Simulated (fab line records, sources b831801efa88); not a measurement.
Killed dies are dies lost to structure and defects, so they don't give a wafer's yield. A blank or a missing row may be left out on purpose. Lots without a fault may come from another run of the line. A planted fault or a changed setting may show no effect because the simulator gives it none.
Which tool did it? | flow sky130 | 12 lots, 36 wafers sampled, at 4 steps of a route of 708

WHAT THE GAUGES READ, wafer by wafer
SKY_VT_ADJUST_HVTR_OVL_MEAS_08. Usual: VT_ADJUST_HVTR_OVL 0.5 nm, standard deviation 1.4.
lot  | measured     | on         | VT_ADJUST_HVTR_OVL (nm) | flag
L188 | day 10 08:20 | overlay-02 | 1.0 0.3 1.2             |
L189 | day 10 11:22 | overlay-02 | 0.6 0.2 0.3             |
L190 | day 11 00:19 | overlay-01 | -0.6 1.3 0.5            |
L191 | day 11 09:46 | overlay-01 | 2.5 3.0 0.5             |
L192 | day 11 15:01 | overlay-02 | 3.6 2.9 3.8             |
L194 | day 12 08:10 | overlay-02 | 0.4 -0.7 -2.3           |
L195 | day 12 11:40 | overlay-01 | -0.8 1.3 1.1            |
L197 | day 13 00:46 | overlay-02 | -0.3 -1.1 0.0           |
L198 | day 13 11:10 | overlay-01 | 2.0 0.5 1.7             |
L199 | day 13 22:50 | overlay-02 | 1.7 1.5 1.1             |
L208 | day 16 09:52 | overlay-02 | 0.2 -0.7 -0.8           |
L207 | day 16 13:55 | overlay-01 | -1.6 -1.3 -1.3          |

SKY_SONOS_ONO_THK_MEAS_03. Usual: SONOS_ONO_CVD_02_THK 10.46 nm, standard deviation 0.15.
lot  | measured     | on            | SONOS_ONO_CVD_02_THK (nm) | flag
L188 | day 12 12:50 | film_metro-04 | 10.38 10.36 10.35         |
L189 | day 12 15:43 | film_metro-04 | 10.13 10.16 10.13         |
L190 | day 13 03:52 | film_metro-01 | 10.44 10.41 10.45         |
L191 | day 13 17:56 | film_metro-03 | 10.34 10.30 10.44         |
L192 | day 13 20:20 | film_metro-03 | 10.58 10.36 10.30         |
L194 | day 14 16:15 | film_metro-04 | 10.31 10.30 10.41         |
L195 | day 14 20:17 | film_metro-03 | 10.57 10.49 10.53         |
L197 | day 15 08:37 | film_metro-01 | 10.68 10.51 10.68         |
L198 | day 15 19:41 | film_metro-03 | 11.29 11.59 11.90         | OFF
L199 | day 16 10:40 | film_metro-01 | 10.84 11.08 11.91         | OFF
L208 | day 19 00:34 | film_metro-03 | 10.42 10.37 10.38         |
L207 | day 19 06:32 | film_metro-03 | 10.22 10.32 10.45         |

SKY_SONOS_ONO_CD_MEAS_13: target cd 410 nm. Usual: cd_nm 409.3 nm, standard deviation 2.5.
lot  | measured     | on        | cd_nm (nm)        | flag
L188 | day 13 15:23 | cd_sem-01 | 408.5 408.1 408.2 |
L189 | day 13 19:10 | cd_sem-01 | 408.8 407.4 409.1 |
L190 | day 14 05:50 | cd_sem-01 | 406.7 406.3 404.5 |
L191 | day 14 21:10 | cd_sem-01 | 408.0 410.0 409.1 |
L192 | day 15 00:11 | cd_sem-01 | 407.7 407.8 405.2 |
L194 | day 15 20:51 | cd_sem-02 | 406.5 406.2 405.6 |
L195 | day 16 01:51 | cd_sem-02 | 411.1 408.2 410.9 |
L197 | day 16 14:07 | cd_sem-01 | 408.7 409.9 407.1 |
L198 | day 17 00:59 | cd_sem-01 | 405.3 404.3 403.1 |
L199 | day 17 17:19 | cd_sem-02 | 411.3 413.5 411.6 |
L208 | day 20 08:12 | cd_sem-01 | 409.4 409.2 407.7 |
L207 | day 20 14:46 | cd_sem-01 | 417.1 416.8 415.4 |

WHICH TOOL RAN EACH LOT (tool, then ch and the chambers of the sampled wafers, then the start)
lot  | SKY_SONOS_ONO_CVD_02
L188 | lpcvd-02 ch 0, day 12 11:47
L189 | lpcvd-02 ch 0, day 12 14:40
L190 | lpcvd-02 ch 1, day 13 02:49
L191 | lpcvd-02 ch 1, day 13 16:52
L192 | lpcvd-02 ch 0, day 13 19:17
L194 | lpcvd-02 ch 1, day 14 15:12
L195 | lpcvd-02 ch 1, day 14 19:14
L197 | lpcvd-02 ch 1, day 15 07:33
L198 | lpcvd-02 ch 1, day 15 18:37
L199 | lpcvd-02 ch 1, day 16 09:37
L208 | lpcvd-02 ch 1, day 18 23:31
L207 | lpcvd-02 ch 0, day 19 05:29
- SKY_SONOS_ONO_CVD_02: deposits Si3N4 from DCS/NH3, target thk 10.5 nm, time 180 s.

WHAT THE TOOLS THEMSELVES READ (means of the sampled wafers that have a number; where no wafer has one, the mark that the record gives instead)
SKY_SONOS_ONO_CVD_02. Usual: spike_tc_centre_C 771.7 C, standard deviation 1; spike_tc_upper_C 770.7 C, standard deviation 0.97; zone_power_centre_pct 15.0 %, standard deviation 0.59; zone_power_lower_pct 13.1 %, standard deviation 1.1; zone_power_upper_pct 13.14 %, standard deviation 0.25.
lot  | tool     | spike_tc_centre_C (C) | spike_tc_upper_C (C) | zone_power_centre_pct (%) | zone_power_lower_pct (%) | zone_power_upper_pct (%) | flag
L188 | lpcvd-02 | 771.7                 | 771.5                | 14.4                      | 14.6                     | 12.75                    |
L189 | lpcvd-02 | 771.1                 | 771.4                | 14.3                      | 14.6                     | 12.86                    |
L190 | lpcvd-02 | 771.0                 | 770.6                | 15.4                      | 12.2                     | 13.23                    |
L191 | lpcvd-02 | 772.7                 | 771.7                | 15.5                      | 12.2                     | 13.32                    |
L192 | lpcvd-02 | 771.5                 | 770.7                | 14.2                      | 14.4                     | 12.83                    |
L194 | lpcvd-02 | 771.6                 | 770.0                | 15.4                      | 12.2                     | 13.31                    |
L195 | lpcvd-02 | 773.3                 | 769.4                | 15.4                      | 12.2                     | 13.41                    |
L197 | lpcvd-02 | 771.4                 | 770.6                | 15.5                      | 12.2                     | 13.30                    |
L198 | lpcvd-02 | 793.1                 | 767.8                | 21.5                      | 9.5                      | 10.57                    | OFF
L199 | lpcvd-02 | 791.7                 | 768.0                | 21.7                      | 9.5                      | 10.53                    | OFF
L208 | lpcvd-02 | 772.1                 | 770.4                | 15.5                      | 12.2                     | 13.23                    |
L207 | lpcvd-02 | 771.7                 | 769.5                | 14.4                      | 14.5                     | 13.03                    |

THE ANSWER, worked out from the rows above alone
Rule: a lot is off if the mean of its wafers that have a number lies more than 3 standard deviations from the usual mean. A lot without any number at a reading at which 4 lots or more have one is off too. The other lots that the step has rows for count as sound. The gauges are gone through in route order, then the tools' own readings, and for those a lot's mean is taken as printed above. The first step at which some lot is off is used, and at that step the reading that is off furthest; a lot without a number counts as furthest.
Off: L198, L199, at SKY_SONOS_ONO_THK_MEAS_03 (SONOS_ONO_CVD_02_THK).
A tool fits if, at a process step before that reading, it ran every lot that is off, and no sound lot after the first of them. The gauges at SKY_SONOS_ONO_THK_MEAS_03 aren't tried: what is off there is off at SKY_SONOS_ONO_CVD_02 too, on other tools, and a gauge's error can't cause that. None of those tried fits.

WHAT THE SIMULATOR HAD PUT IN
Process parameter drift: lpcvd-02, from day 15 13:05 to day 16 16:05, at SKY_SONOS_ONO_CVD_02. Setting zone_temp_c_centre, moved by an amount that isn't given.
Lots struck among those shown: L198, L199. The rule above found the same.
